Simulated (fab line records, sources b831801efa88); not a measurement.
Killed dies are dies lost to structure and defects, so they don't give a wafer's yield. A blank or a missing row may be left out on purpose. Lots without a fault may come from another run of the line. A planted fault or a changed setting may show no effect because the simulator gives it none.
fab line records | flow sky130
record lots=14 wafers=42 last_day=50
route steps=708 shown VIA2@521 METAL3@535 VIA3@594
lots that met no fault: from a run of the same line without faults
start_h: hours from the record's first day to the start of the lot's first wafer shown | wait_h: hours since the lot's step before | " the same as in the row above | L1.1+2: a row that stands for several wafers | - no value, or no start given | * or withheld: withheld | < > ~ a bound
route shown NAME@n: a module of which the file shows steps, and the number in the route of the first | usual: mean/standard deviation of fault-free wafers | same: alike in all rows | chamber/n: place in a boat | sites: the reading at each site | _std_site: their standard deviation | _edge_site: outer sites' mean less inner sites' | radius_mm: how far each site lies from the wafer's centre | mask NAME#n: copy n | behind: the tool/chamber that last shaped the wafer | hold: why the lot was held/for how many hours/how that ended | device: the transistor (n, p or np) that didn't switch | end of line: the same wafers' tests at the end of the route | a step without rows: its recipe alone | killed: dies lost to structure and defects at the first sort, not the wafer's yield | map: a wafer's dies, x killed, . not, _ none there
set.NAME: the setting as run; set.NAME@STEP: as run at that earlier step | model.NAME: the simulator's own value behind a step, which no gauge read
steps of the route over a sample of lots; a table a step, a row a wafer
services: from which hour (start_h, from the record's first day; less than 0 if before it) a tool's chamber was out of use, for how many hours, and why
## steps
# step SKY_VIA2_ETCH_14
# recipe chemistry=N2/H2 target=BARC ion_energy_ev=200 source_w=500 bias_w=100 pressure_mtorr=30 n2_flow_sccm=100 h2_flow_sccm=200 stop_on=SiO2 time_s=45.9 target_depth_a=600
# usual chamber_pressure_mTorr=29.998/0.027 drypump_motor_current_A=5.9/0.53 n2_flow_sccm=100.03/0.26 oes_product_au=0.854/0.0045 throttle_valve_pct=13.225/0.0079
# columns lot.wafer tool chamber start_h wait_h chamber_pressure_mTorr drypump_motor_current_A n2_flow_sccm oes_product_au rf_hours_counter_h throttle_valve_pct
L632.3 rie_diel-01 1 848.49 0.0 30.004 6.4 100.15 0.853 19 13.217
L632.4 " 2 " " 29.989 5.7 100.05 0.855 10 13.221
L632.5 " 2 " " 29.994 5.7 99.94 0.848 - 13.234
L633.4 rie_diel-04 3 849.56 0.0 30.008 4.9 100.37 0.857 5 13.227
L633.5 " 2 " " 29.986 5.6 99.94 0.854 - 13.225
L633.6 " 1 " " 29.965 5.6 100.15 0.855 - 13.212
L634.1 rie_diel-02 2 857.11 0.0 29.975 5.7 99.81 0.851 2 13.217
L634.2 " 0 " " 29.982 4.8 100.01 0.849 11 13.215
L634.4 " 1 " " 29.971 6.4 100.01 0.853 7 13.232
L642.2 rie_diel-04 0 933.66 0.0 30.018 6.0 99.79 0.856 23 13.229
L642.3 " 2 " " 30.000 5.6 100.38 0.863 13 13.212
L642.4 " 3 " " 30.003 4.9 99.85 0.862 7 13.226
L647.1 rie_diel-04 1 973.76 0.0 30.005 5.6 99.56 0.860 25 13.210
L647.4 " 3 " " 29.973 4.9 100.35 0.853 9 13.236
L647.5 " 2 " " 29.994 5.6 99.63 0.850 - 13.220
L643.1 rie_diel-01 0 976.51 0.0 30.014 6.6 100.11 0.853 23 13.212
L643.2 " 1 " " 29.952 6.4 100.59 0.858 24 13.221
L643.5 " 3 " " 29.986 5.8 100.09 0.859 - 13.217
L644.1 rie_diel-01 2 982.11 0.0 30.015 5.6 100.11 0.852 14 13.227
L644.2 " 3 " " 30.009 5.8 99.74 0.853 14 13.220
L644.3 " 1 " " 29.915 6.4 99.57 0.845 24 13.231
L646.2 rie_diel-01 2 985.34 0.0 30.000 5.6 99.95 0.842 15 13.225
L646.3 " 3 " " 29.970 5.8 100.23 0.863 14 13.217
L646.6 " 1 " " 30.011 6.4 100.10 0.850 - 13.219
L648.1 rie_diel-04 1 986.64 0.0 29.989 5.6 99.80 0.859 25 13.220
L648.3 " 0 " " 30.026 6.0 100.08 0.851 24 13.230
L648.5 " 1 " " 29.964 5.6 100.07 0.859 - 13.222
L649.1 rie_diel-02 3 992.29 0.0 29.975 6.1 100.40 0.862 18 13.225
L649.2 " 0 " " 29.997 4.8 99.68 0.862 14 13.212
L649.3 " 2 " " 29.987 5.7 100.18 0.857 6 13.235
L650.1 rie_diel-01 3 992.64 0.0 30.008 5.8 100.02 0.856 14 13.225
L650.3 " 0 " " 29.980 6.6 99.79 0.853 24 13.227
L650.6 " 0 " " 29.996 6.6 100.08 0.857 - 13.225
L651.2 rie_diel-04 3 997.56 0.0 30.018 4.9 99.78 0.858 9 13.210
L651.4 " 0 " " 29.988 6.0 99.77 0.854 25 13.224
L651.6 " 3 " " 29.979 4.9 99.93 0.850 - 13.222
L653.1 rie_diel-02 0 1008.86 0.0 30.005 4.8 99.85 0.851 14 13.227
L653.5 " 1 " " 30.003 6.3 100.50 0.851 - 13.224
L653.6 " 0 " " 29.995 4.8 100.19 0.857 - 13.233
L654.4 rie_diel-02 3 1013.13 0.0 30.013 6.1 100.44 0.852 - 13.226
L654.5 " 0 " " 29.972 4.8 100.21 0.854 - 13.219
L654.6 " 1 " " 30.008 6.4 99.98 0.854 - 13.230
# step SKY_METAL3_SPUTTER_03
# recipe material=Ti target_thk_nm=5 power_w=3000 time_s=3.3 chamber_pressure_pa=0.4
# usual cathode_dc_power_W=3000.0/0.57 throttle_valve_pct=29.6/1
# columns lot.wafer tool chamber start_h wait_h cathode_dc_power_W throttle_valve_pct
L632.3 pvd_sputter-02 - 849.98 0.0 3000.4 30.3
L632.4 " - " " 2999.4 30.8
L632.5 " - " " 3000.1 30.3
L633.4 pvd_sputter-02 - 851.02 0.0 3001.0 31.0
L633.5 " - " " 3000.0 30.6
L633.6 " - " " 2999.8 29.3
L634.1 pvd_sputter-01 - 858.61 0.0 3001.0 29.6
L634.2 " - " " 2999.3 30.2
L634.4 " - " " 3000.7 28.3
L642.2 pvd_sputter-02 - 935.16 0.0 2999.9 30.4
L642.3 " - " " 3000.9 30.6
L642.4 " - " " 3000.1 29.0
L647.1 pvd_sputter-02 - 975.56 0.0 3000.0 29.1
L647.4 " - " " 2999.3 29.0
L647.5 " - " " 2999.1 30.5
L643.1 pvd_sputter-01 - 977.96 0.0 3000.6 27.6
L643.2 " - " " 3000.2 28.1
L643.5 " - " " 2999.4 28.0
L644.1 pvd_sputter-02 - 983.57 0.0 3000.0 29.3
L644.2 " - " " 2999.6 30.7
L644.3 " - " " 2999.2 30.8
L646.2 pvd_sputter-02 - 986.80 0.0 2999.2 30.3
L646.3 " - " " 2999.4 31.1
L646.6 " - " " 2999.4 30.6
L648.1 pvd_sputter-01 - 988.10 0.0 2999.5 28.0
L648.3 " - " " 2999.6 29.5
L648.5 " - " " 3001.0 29.7
L649.1 pvd_sputter-02 - 993.79 0.0 2999.8 30.3
L649.2 " - " " 2999.6 28.7
L649.3 " - " " 3000.4 29.3
L650.1 pvd_sputter-01 - 994.10 0.0 3000.0 29.1
L650.3 " - " " 3000.1 28.0
L650.6 " - " " 2999.9 28.2
L651.2 pvd_sputter-01 - 999.06 0.0 3000.0 30.3
L651.4 " - " " 2999.7 27.5
L651.6 " - " " 2999.7 29.5
L653.1 pvd_sputter-01 - 1010.33 0.0 3000.4 30.2
L653.5 " - " " 3000.4 30.1
L653.6 " - " " 3000.0 28.1
L654.4 pvd_sputter-04 - 1014.60 0.0 3000.3 31.1
L654.5 " - " " 2999.5 30.0
L654.6 " - " " 2999.4 30.9
# step SKY_METAL3_METAL_ETCH_18
# recipe target_depth_a=8450 stop_on=SiO2 over_etch_frac=0.3 time_s=183.1 chemistry=Cl2/BCl3 resist_sidewall_deg=88 pressure_mtorr=10 icp_w=900 bias_w=48.5 Cl2_flow_sccm=60 bcl3_flow_sccm=30
# usual chamber_pressure_mTorr=9.998/0.0092 drypump_motor_current_A=5.95/0.26 oes_product_au=0.867/0.0063 throttle_valve_pct=22.264/0.0099
# columns lot.wafer tool chamber start_h wait_h chamber_pressure_mTorr drypump_motor_current_A oes_product_au rf_hours_counter_h throttle_valve_pct
L632.3 rie_metal-03 1 903.17 0.1 9.996 6.19 0.867 - 22.265
L632.4 " 0 " " 9.993 5.75 0.867 - 22.260
L632.5 " 1 " " 9.996 6.19 0.870 - 22.248
L633.4 rie_metal-03 0 903.45 0.1 10.006 5.74 0.864 - 22.267
L633.5 " 1 " " 9.977 6.17 0.864 - 22.277
L633.6 " 0 " " 9.993 5.70 0.863 - 22.265
L634.1 rie_metal-04 0 911.03 0.0 10.010 6.08 0.871 9 22.263
L634.2 " 1 " " 10.006 6.35 0.854 7 22.254
L634.4 " 0 " " 9.992 6.08 0.866 - 22.276
L642.2 rie_metal-04 1 983.74 0.0 10.021 6.35 0.861 10 22.276
L642.3 " 1 " " 10.008 6.32 0.864 - 22.257
L642.4 " 0 " " 9.977 6.05 0.862 - 22.250
L647.1 rie_metal-03 1 1021.86 0.0 10.016 6.17 0.857 12 22.263
L647.4 " 0 " " 10.002 5.76 0.869 - 22.256
L647.5 " 0 " " 9.990 5.77 0.865 - 22.257
L643.1 rie_metal-03 1 1025.74 0.0 10.003 6.15 0.867 12 22.258
L643.2 " 0 " " 9.998 5.76 0.862 0 22.246
L643.5 " 1 " " 10.010 6.13 0.870 - 22.253
L644.1 rie_metal-03 1 1030.50 0.0 10.003 6.19 0.860 13 22.263
L644.2 " 0 " " 9.999 5.74 0.857 1 22.271
L644.3 " 1 " " 9.990 6.19 0.861 - 22.248
L646.2 rie_metal-02 0 1033.00 0.0 10.007 5.90 0.863 20 22.262
L646.3 " 0 " " 10.006 5.92 0.865 - 22.256
L646.6 " 0 " " 9.999 5.91 0.868 - 22.275
L648.1 rie_metal-02 0 1034.85 0.0 9.996 5.92 0.860 20 22.266
L648.3 " 1 " " 9.999 5.54 0.868 - 22.258
L648.5 " 0 " " 9.997 5.91 0.866 - 22.275
L649.1 rie_metal-04 0 1038.85 0.0 9.997 6.07 0.862 16 22.272
L649.2 " 1 " " 9.997 6.33 0.863 14 22.259
L649.3 " 0 " " 10.001 6.08 0.878 - 22.269
L650.1 rie_metal-02 0 1040.00 0.0 10.009 5.90 0.876 20 22.273
L650.3 " 0 " " 10.004 5.88 0.875 - 22.239
L650.6 " 1 " " 9.997 5.54 0.873 - 22.253
L651.2 rie_metal-03 1 1045.65 0.0 9.988 6.18 0.867 14 22.274
L651.4 " 0 " " 9.999 5.76 0.859 - 22.270
L651.6 " 1 " " 9.984 6.15 0.874 - 22.265
L653.1 rie_metal-02 1 1055.59 0.0 9.996 5.54 0.869 16 22.265
L653.5 " 1 " " 9.994 5.54 0.870 - 22.274
L653.6 " 0 " " 9.974 5.91 0.860 - 22.269
L654.4 rie_metal-03 0 1060.35 0.1 10.013 5.75 0.864 - 22.258
L654.5 " 1 " " 9.994 6.18 0.876 - 22.284
L654.6 " 0 " " 10.006 5.75 0.867 - 22.267
# step SKY_METAL3_STRIP_19
# recipe chemistry=O2/N2 power_w=1400 pressure_mtorr=1500 platen_temp_c=withheld o2_flow_sccm=3000 n2_flow_sccm=300 overash_fraction=0.5
# usual chamber_pressure_mTorr=1499.9/1.4 drypump_motor_current_A=6.0/0.49 n2_flow_sccm=300.0/0.97 oes_product_au=0.507/0.0053 strip_time_to_endpoint_s=6.62/0.066
# same overash_fraction=0.5
# columns lot.wafer tool chamber start_h wait_h chamber_pressure_mTorr drypump_motor_current_A n2_flow_sccm oes_product_au rf_hours_counter_h strip_time_to_endpoint_s
L632.3 plasma_asher-03 0 903.32 0.1 1501.8 5.7 297.6 0.353 - 3.05
L632.4 " 1 " " 1502.2 6.3 299.2 0.356 - 2.90
L632.5 " 1 " " 1499.5 6.3 299.0 0.352 - 3.11
L633.4 plasma_asher-03 0 903.60 0.1 1500.4 5.7 300.6 0.355 - 2.98
L633.5 " 0 " " 1499.9 5.7 301.7 0.362 - 3.18
L633.6 " 1 " " 1499.1 6.3 301.1 0.357 - 3.00
L634.1 plasma_asher-04 1 911.20 0.1 1498.1 6.8 299.4 0.505 17 6.52
L634.2 " 0 " " 1499.2 5.2 300.4 0.502 17 6.61
L634.4 " 0 " " 1498.1 5.2 301.4 0.504 - 6.54
L642.2 plasma_asher-03 1 983.92 0.1 1499.4 6.4 300.0 0.517 58 6.80
L642.3 " 1 " " 1500.9 6.4 299.6 0.507 - 6.76
L642.4 " 0 " " 1501.2 5.7 300.9 0.503 - 6.69
L647.1 plasma_asher-02 0 1022.04 0.1 1498.3 5.9 302.4 0.511 117 6.68
L647.4 " 0 " " 1502.7 5.9 299.6 0.508 - 6.50
L647.5 " 1 " " 1499.5 6.2 301.8 0.511 - 6.55
L643.1 plasma_asher-04 0 1025.92 0.1 1499.3 5.2 300.1 0.501 28 6.66
L643.2 " 1 " " 1498.1 6.8 300.0 0.492 28 6.50
L643.5 " 0 " " 1501.1 5.2 301.0 0.515 - 6.64
L644.1 plasma_asher-03 1 1030.67 0.1 1500.4 6.3 301.5 0.509 62 6.66
L644.2 " 0 " " 1497.3 5.7 298.3 0.507 62 6.54
L644.3 " 0 " " 1500.6 5.7 300.3 0.509 - 6.63
L646.2 plasma_asher-03 1 1033.17 0.1 1501.5 6.4 300.0 0.510 63 6.66
L646.3 " 1 " " 1498.8 6.4 299.4 0.509 - 6.57
L646.6 " 1 " " 1499.1 6.4 300.1 0.505 - 6.60
L648.1 plasma_asher-04 0 1035.02 0.1 1501.9 5.2 299.4 0.508 29 6.60
L648.3 " 1 " " 1499.8 6.7 299.6 0.507 - 6.60
L648.5 " 0 " " 1499.8 5.2 300.3 0.502 - 6.54
L649.1 plasma_asher-04 0 1039.02 0.1 1500.1 5.2 300.8 0.502 30 6.63
L649.2 " 1 " " 1498.1 6.8 299.3 0.514 30 6.71
L649.3 " 0 " " 1500.8 5.2 299.4 0.512 - 6.64
L650.1 plasma_asher-03 1 1040.17 0.1 1500.6 6.3 301.1 0.506 64 6.64
L650.3 " 0 " " 1500.6 5.6 299.6 0.510 - 6.73
L650.6 " 0 " " 1502.6 5.6 299.3 0.510 - 6.67
L651.2 plasma_asher-03 1 1045.82 0.1 1497.2 6.3 301.5 0.508 64 6.68
L651.4 " 1 " " 1499.2 6.3 300.2 0.503 - 6.61
L651.6 " 1 " " 1498.6 6.3 301.4 0.508 - 6.70
L653.1 plasma_asher-04 1 1055.77 0.1 1501.1 6.7 299.1 0.499 32 6.57
L653.5 " 0 " " 1499.5 5.2 299.7 0.503 - 6.63
L653.6 " 1 " " 1502.7 6.7 299.1 0.509 - 6.64
L654.4 plasma_asher-03 1 1060.50 0.1 1498.1 6.3 301.5 0.500 - 6.49
L654.5 " 1 " " 1500.0 6.4 301.1 0.509 - 6.63
L654.6 " 0 " " 1499.1 5.7 298.5 0.508 - 6.53
# step SKY_VIA3_CVD_21
# recipe material=W target_thk_nm=390 time_s=117.31 temp_c=400 pressure_torr=40
# usual heater_power_w=881/92
# columns lot.wafer tool chamber start_h wait_h heater_power_w since_wet_clean_h
L632.3 cvd_w-01 0 931.50 0.1 754 -
L632.4 " 1 " " 867 -
L632.5 " 0 " " 761 -
L633.4 cvd_w-01 1 931.81 0.1 859 -
L633.5 " 1 " " 848 -
L633.6 " 0 " " 790 -
L634.1 cvd_w-02 0 938.57 0.0 1018 535
L634.2 " 1 " " 887 535
L634.4 " 0 " " 1030 -
L642.2 cvd_w-02 0 1008.70 0.0 1027 605
L642.3 " 1 " " 887 -
L642.4 " 0 " " 1032 -
L647.1 cvd_w-01 1 1046.16 0.0 853 128
L647.4 " 1 " " 866 -
L647.5 " 1 " " 867 -
L643.1 cvd_w-01 0 1050.39 0.0 764 132
L643.2 " 1 " " 878 132
L643.5 " 1 " " 891 -
L644.1 cvd_w-02 1 1055.41 0.0 910 651
L644.2 " 1 " " 888 -
L644.3 " 1 " " 892 -
L646.2 cvd_w-01 1 1057.33 0.0 861 139
L646.3 " 1 " " 852 -
L646.6 " 0 " " 777 -
L648.1 cvd_w-01 0 1058.51 0.0 760 141
L648.3 " 0 " " 757 -
L648.5 " 1 " " 876 -
L649.1 cvd_w-02 1 1062.51 0.0 914 659
L649.2 " 0 " " 1020 659
L649.3 " 0 " " 1043 -
L650.1 cvd_w-02 1 1064.77 0.0 875 661
L650.3 " 0 " " 1019 -
L650.6 " 1 " " 886 -
L651.2 cvd_w-01 0 1068.92 0.0 771 151
L651.4 " 0 " " 745 -
L651.6 " 1 " " 881 -
L653.1 cvd_w-01 1 1079.23 0.0 856 161
L653.5 " 0 " " 753 -
L653.6 " 1 " " 866 -
L654.4 cvd_w-01 1 1083.60 0.1 883 -
L654.5 " 1 " " 867 -
L654.6 " 0 " " 769 -
## services
# columns tool chamber start_h hours kind
cvd_w-01 - 832.62 0.3 repair
pvd_sputter-02 - 834.71 1.1 repair
cvd_w-01 1 836.56 1.5 repair
plasma_asher-03 - 840.66 1.6 repair
rie_diel-04 0 870.81 1.3 repair
plasma_asher-04 - 879.95 4.5 repair
pvd_sputter-02 - 887.64 3.4 repair
pvd_sputter-01 - 890.77 4.1 repair
rie_diel-01 2 894.96 6.7 repair
rie_diel-04 1 900.85 2.5 repair
rie_diel-01 3 903.34 3.1 repair
cvd_w-01 - 904.00 14.0 pm
pvd_sputter-02 - 904.31 11.8 repair
cvd_w-01 - 918.00 2.8 pm
pvd_sputter-01 - 925.11 1.4 repair
rie_metal-03 0 927.17 20.9 repair
rie_diel-04 3 927.39 5.5 repair
cvd_w-01 - 935.58 1.4 repair
rie_diel-01 0 943.95 7.9 repair
plasma_asher-04 - 980.15 4.3 pm
cvd_w-02 - 985.69 6.9 pm
pvd_sputter-02 - 997.52 1.9 repair
plasma_asher-03 - 1010.90 2.8 pm
pvd_sputter-01 - 1028.70 2.3 repair
## key
first_sign step=SKY_METAL3_STRIP_19 reading=strip_time_to_endpoint_s direction=down sigmas=54 usual=* struck=*
effect step=SKY_METAL3_STRIP_19 reading=oes_product_au direction=down sigmas=28 usual=0.507 struck=0.356
met_at SKY_METAL3_METAL_ETCH_18
struck_lots L632,L633
sort_left_out L632.3,L632.4,L632.5,L633.4,L633.5,L633.6
not_acting_at SKY_VIA2_ETCH_14,SKY_METAL3_SPUTTER_03,SKY_VIA3_CVD_21
fault kind=process_parameter_drift tool=rie_metal-03 chamber=- onset_h=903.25 steps=SKY_METAL3_METAL_ETCH_18 channel=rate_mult offset=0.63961 shape=step end_h=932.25
# sort_left_out: the simulated sort isn't trusted on such a fault, so these wafers' sort isn't shown, and their yield isn't known
